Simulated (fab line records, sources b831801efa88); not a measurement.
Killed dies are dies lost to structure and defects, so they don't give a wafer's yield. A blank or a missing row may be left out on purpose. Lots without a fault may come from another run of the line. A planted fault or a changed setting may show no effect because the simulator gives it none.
fab line records | flow gf180mcu
record lots=14 wafers=42 last_day=34
route steps=602 shown SALICIDE@280 CONTACT@301 M1@330 V1@336
lots that met no fault: from a run of the same line without faults
start_h: hours from the record's first day to the start of the lot's first wafer shown | wait_h: hours since the lot's step before | " the same as in the row above | L1.1+2: a row that stands for several wafers | - no value, or no start given | * or withheld: withheld | < > ~ a bound
route shown NAME@n: a module of which the file shows steps, and the number in the route of the first | usual: mean/standard deviation of fault-free wafers | same: alike in all rows | chamber/n: place in a boat | sites: the reading at each site | _std_site: their standard deviation | _edge_site: outer sites' mean less inner sites' | radius_mm: how far each site lies from the wafer's centre | mask NAME#n: copy n | behind: the tool/chamber that last shaped the wafer | hold: why the lot was held/for how many hours/how that ended | device: the transistor (n, p or np) that didn't switch | end of line: the same wafers' tests at the end of the route | a step without rows: its recipe alone | killed: dies lost to structure and defects at the first sort, not the wafer's yield | map: a wafer's dies, x killed, . not, _ none there
set.NAME: the setting as run; set.NAME@STEP: as run at that earlier step | model.NAME: the simulator's own value behind a step, which no gauge read
steps of the route over a sample of lots; a table a step, a row a wafer
services: from which hour (start_h, from the record's first day; less than 0 if before it) a tool's chamber was out of use, for how many hours, and why
## steps
# step GF_SALICIDE_SPUTTER_02
# recipe material=Co target_thk_nm=10 power_w=1000 time_s=20 chamber_pressure_pa=0.4
# usual chamber_pressure_pa=0.4000/0.00086 throttle_valve_pct=30.1/1.1
# columns lot.wafer tool chamber start_h wait_h chamber_pressure_pa throttle_valve_pct
L247.2 pvd_sputter-02 - 342.31 0.0 0.3997 28.3
L247.3 " - " " 0.4004 29.5
L247.6 " - " " 0.4005 30.4
L248.2 pvd_sputter-01 - 349.43 0.0 0.3994 30.1
L248.4 " - " " 0.4008 29.5
L248.5 " - " " 0.3987 31.0
L252.1 pvd_sputter-02 - 384.85 0.0 0.4008 29.4
L252.3 " - " " 0.4003 29.3
L252.6 " - " " 0.3991 30.7
L253.2 pvd_sputter-02 - 395.08 0.0 0.4003 29.4
L253.3 " - " " 0.4010 29.3
L253.5 " - " " 0.3999 29.7
L256.1 pvd_sputter-02 - 414.67 0.0 0.3999 27.9
L256.3 " - " " 0.4002 30.3
L256.5 " - " " 0.3997 30.6
L257.3 pvd_sputter-02 - 425.84 0.0 0.3986 29.6
L257.5 " - " " 0.3988 29.2
L257.6 " - " " 0.3997 30.6
L259.4 pvd_sputter-02 - 446.54 0.0 0.3992 29.2
L259.5 " - " " 0.3997 30.6
L259.6 " - " " 0.3998 28.0
L262.3 pvd_sputter-01 - 469.77 0.0 0.4002 30.2
L262.5 " - " " 0.4000 29.6
L262.6 " - " " 0.3993 31.1
L263.1 pvd_sputter-01 - 481.56 0.0 0.4010 30.2
L263.2 " - " " 0.4014 29.3
L263.3 " - " " 0.3997 30.9
L266.2 pvd_sputter-04 - 511.88 0.0 0.3989 32.0
L266.5 " - " " 0.3997 31.7
L266.6 " - " " 0.3996 31.4
L267.2 pvd_sputter-01 - 512.31 0.0 0.3988 30.4
L267.4 " - " " 0.4001 30.2
L267.5 " - " " 0.3979 30.8
L268.2 pvd_sputter-02 - 517.38 0.0 0.3987 29.2
L268.3 " - " " 0.4001 30.7
L268.5 " - " " 0.4013 29.7
L269.2 pvd_sputter-04 - 528.47 0.0 0.4007 30.0
L269.3 " - " " 0.3998 31.8
L269.5 " - " " 0.3992 29.0
L270.1 pvd_sputter-02 - 537.05 0.0 0.3988 29.6
L270.2 " - " " 0.4011 29.3
L270.3 " - " " 0.4016 28.0
# step GF_SALICIDE_RS_MEAS_04
# recipe thk_meas_gauge=four-point-probe reads=TiN_of_SALICIDE_SPUTTER_03+Co_of_SALICIDE_SPUTTER_02
# usual SALICIDE_TIN_RS=16.5/0.33
# columns lot.wafer tool chamber start_h wait_h SALICIDE_TIN_RS[ohm/sq]
L247.2 film_metro-04 - 342.39 0.0 16.5
L247.3 " - " " 16.6
L247.6 " - " " 16.6
L248.2 film_metro-03 - 349.50 0.0 16.0
L248.4 " - " " 16.6
L248.5 " - " " 16.2
L252.1 film_metro-02 - 384.90 0.0 16.0
L252.3 " - " " 15.9
L252.6 " - " " 16.6
L253.2 film_metro-04 - 395.15 0.0 16.6
L253.3 " - " " 16.0
L253.5 " - " " 16.5
L256.1 film_metro-04 - 414.73 0.0 16.5
L256.3 " - " " 16.7
L256.5 " - " " 16.6
L257.3 film_metro-03 - 425.93 0.1 18.7
L257.5 " - " " 17.9
L257.6 " - " " 18.3
L259.4 film_metro-02 - 446.66 0.1 17.7
L259.5 " - " " 18.2
L259.6 " - " " 18.3
L262.3 film_metro-03 - 469.86 0.1 16.6
L262.5 " - " " 17.0
L262.6 " - " " 16.3
L263.1 film_metro-03 - 481.62 0.0 16.5
L263.2 " - " " 16.5
L263.3 " - " " 15.9
L266.2 film_metro-04 - 511.95 0.0 16.4
L266.5 " - " " 16.4
L266.6 " - " " 16.5
L267.2 film_metro-04 - 512.38 0.0 16.6
L267.4 " - " " 16.8
L267.5 " - " " 16.4
L268.2 film_metro-04 - 517.45 0.0 16.5
L268.3 " - " " 16.2
L268.5 " - " " 16.6
L269.2 film_metro-03 - 528.55 0.0 16.2
L269.3 " - " " 16.2
L269.5 " - " " 15.8
L270.1 film_metro-03 - 537.10 0.0 16.9
L270.2 " - " " 16.9
L270.3 " - " " 16.7
# step GF_CONTACT_CD_MEAS_14
# recipe target_cd_nm=220
# usual cd_nm=219.7/1.5
# columns lot.wafer tool chamber start_h wait_h cd_nm
L247.2 cd_sem-02 - 364.89 0.1 221.4
L247.3 " - " " 220.3
L247.6 " - " " 220.6
L248.2 cd_sem-01 - 372.99 0.1 219.4
L248.4 " - " " 218.6
L248.5 " - " " 217.5
L252.1 cd_sem-02 - 409.08 0.1 221.2
L252.3 " - " " 221.4
L252.6 " - " " 220.9
L253.2 cd_sem-02 - 420.08 0.1 218.1
L253.3 " - " " 218.5
L253.5 " - " " 218.8
L256.1 cd_sem-01 - 440.41 0.1 218.4
L256.3 " - " " 218.2
L256.5 " - " " 218.5
L257.3 cd_sem-01 - 451.30 0.1 217.3
L257.5 " - " " 216.2
L257.6 " - " " 218.3
L259.4 cd_sem-01 - 470.84 0.1 219.8
L259.5 " - " " 220.5
L259.6 " - " " 219.3
L262.3 cd_sem-02 - 494.77 0.1 219.8
L262.5 " - " " 219.0
L262.6 " - " " 219.0
L263.1 cd_sem-02 - 506.46 0.1 220.9
L263.2 " - " " 220.9
L263.3 " - " " 221.2
L266.2 cd_sem-01 - 536.28 0.1 221.0
L266.5 " - " " 222.0
L266.6 " - " " 220.2
L267.2 cd_sem-01 - 537.05 0.1 221.1
L267.4 " - " " 220.4
L267.5 " - " " 220.2
L268.2 cd_sem-01 - 541.64 0.1 219.2
L268.3 " - " " 220.1
L268.5 " - " " 219.8
L269.2 cd_sem-02 - 552.59 0.1 218.6
L269.3 " - " " 218.6
L269.5 " - " " 218.0
L270.1 cd_sem-02 - 560.78 0.1 220.9
L270.2 " - " " 220.2
L270.3 " - " " 220.0
# step GF_M1_OVL_MEAS_15
# usual M1_OVL=-2/6
# columns lot.wafer tool chamber start_h wait_h M1_OVL[nm]
L247.2 overlay-01 - 387.86 0.1 -7
L247.3 " - " " -8
L247.6 " - " " -8
L248.2 overlay-01 - 397.39 0.1 0
L248.4 " - " " 0
L248.5 " - " " -3
L252.1 overlay-02 - 433.60 0.1 0
L252.3 " - " " -4
L252.6 " - " " -5
L253.2 overlay-01 - 445.50 0.1 -4
L253.3 " - " " -6
L253.5 " - " " -8
L256.1 overlay-02 - 466.45 0.1 14
L256.3 " - " " 1
L256.5 " - " " -3
L257.3 overlay-01 - 476.51 0.1 9
L257.5 " - " " 9
L257.6 " - " " 6
L259.4 overlay-02 - 495.85 0.1 4
L259.5 " - " " 2
L259.6 " - " " 11
L262.3 overlay-02 - 519.61 0.1 -4
L262.5 " - " " -9
L262.6 " - " " -7
L263.1 overlay-01 - 531.28 0.1 -2
L263.2 " - " " 3
L263.3 " - " " -1
L266.2 overlay-01 - 560.19 0.1 6
L266.5 " - " " 12
L266.6 " - " " 5
L267.2 overlay-01 - 561.45 0.1 -2
L267.4 " - " " 0
L267.5 " - " " 8
L268.2 overlay-02 - 565.91 0.1 0
L268.3 " - " " -6
L268.5 " - " " -8
L269.2 overlay-01 - 575.56 0.1 4
L269.3 " - " " 4
L269.5 " - " " 3
L270.1 overlay-02 - 583.80 0.1 -1
L270.2 " - " " -10
L270.3 " - " " -4
# step GF_V1_THK_MEAS_01
# recipe reads=SiO2_of_V1_CVD_00
# usual V1_CVD_00_THK=614/5.9
# columns lot.wafer tool chamber start_h wait_h V1_CVD_00_THK[nm]
L247.2 film_metro-02 - 388.70 0.0 624
L247.3 " - " " 619
L247.6 " - " " 613
L248.2 film_metro-02 - 398.16 0.0 627
L248.4 " - " " 624
L248.5 " - " " 619
L252.1 film_metro-02 - 434.41 0.0 614
L252.3 " - " " 613
L252.6 " - " " 608
L253.2 film_metro-02 - 446.29 0.0 609
L253.3 " - " " 610
L253.5 " - " " 610
L256.1 film_metro-03 - 467.22 0.0 608
L256.3 " - " " 617
L256.5 " - " " 623
L257.3 film_metro-01 - 477.42 0.1 618
L257.5 " - " " 631
L257.6 " - " " 614
L259.4 film_metro-01 - 496.67 0.0 619
L259.5 " - " " 620
L259.6 " - " " 619
L262.3 film_metro-03 - 520.39 0.1 616
L262.5 " - " " 616
L262.6 " - " " 621
L263.1 film_metro-03 - 532.05 0.0 617
L263.2 " - " " 619
L263.3 " - " " 628
L266.2 film_metro-01 - 560.96 0.0 611
L266.5 " - " " 614
L266.6 " - " " 619
L267.2 film_metro-03 - 562.23 0.0 619
L267.4 " - " " 617
L267.5 " - " " 618
L268.2 film_metro-01 - 566.68 0.0 614
L268.3 " - " " 605
L268.5 " - " " 612
L269.2 film_metro-01 - 576.46 0.0 604
L269.3 " - " " 604
L269.5 " - " " 614
L270.1 film_metro-02 - 584.57 0.0 598
L270.2 " - " " 603
L270.3 " - " " 607
## services
# columns tool chamber start_h hours kind
pvd_sputter-01 0 390.50 - consumable_replace:kit
pvd_sputter-01 0 390.50 18.0 scheduled_down
pvd_sputter-01 0 390.50 18.0 vent_cycle
pvd_sputter-04 - 403.45 2.7 repair
pvd_sputter-04 - 447.13 9.4 repair
pvd_sputter-02 0 454.29 - consumable_replace:kit
pvd_sputter-02 0 454.29 18.0 scheduled_down
pvd_sputter-02 0 454.29 18.0 vent_cycle
pvd_sputter-04 1 456.51 - consumable_replace:kit
pvd_sputter-04 1 456.51 18.0 scheduled_down
pvd_sputter-04 1 456.51 18.0 vent_cycle
pvd_sputter-04 - 475.97 1.0 repair
pvd_sputter-04 - 505.59 2.3 repair
pvd_sputter-04 - 518.50 2.4 repair
pvd_sputter-04 - 523.75 4.2 repair
## key
first_sign step=GF_SALICIDE_RS_MEAS_04 reading=SALICIDE_TIN_RS direction=up sigmas=5.1 usual=16.5 struck=18.2
effect none on later readings
met_at GF_SALICIDE_SPUTTER_02
struck_lots L257,L259
tester_left_out L257,L259
not_acting_at GF_CONTACT_CD_MEAS_14,GF_M1_OVL_MEAS_15,GF_V1_THK_MEAS_01
onset_between 414.67 425.84
fault kind=process_parameter_drift tool=pvd_sputter-02 chamber=- onset_h=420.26 steps=GF_SALICIDE_SPUTTER_02 channel=target_thk_nm offset=-0.85883 shape=step end_h=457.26 acts_in=these_recipes_only stated=10
# tester_left_out: of these lots the tester's yield and bins aren't shown, on N5 and GAA mostly nor the transistor test; their killed dies are dies lost to structure and defects alone, not to doping, threshold or leakage, so they don't give the yield
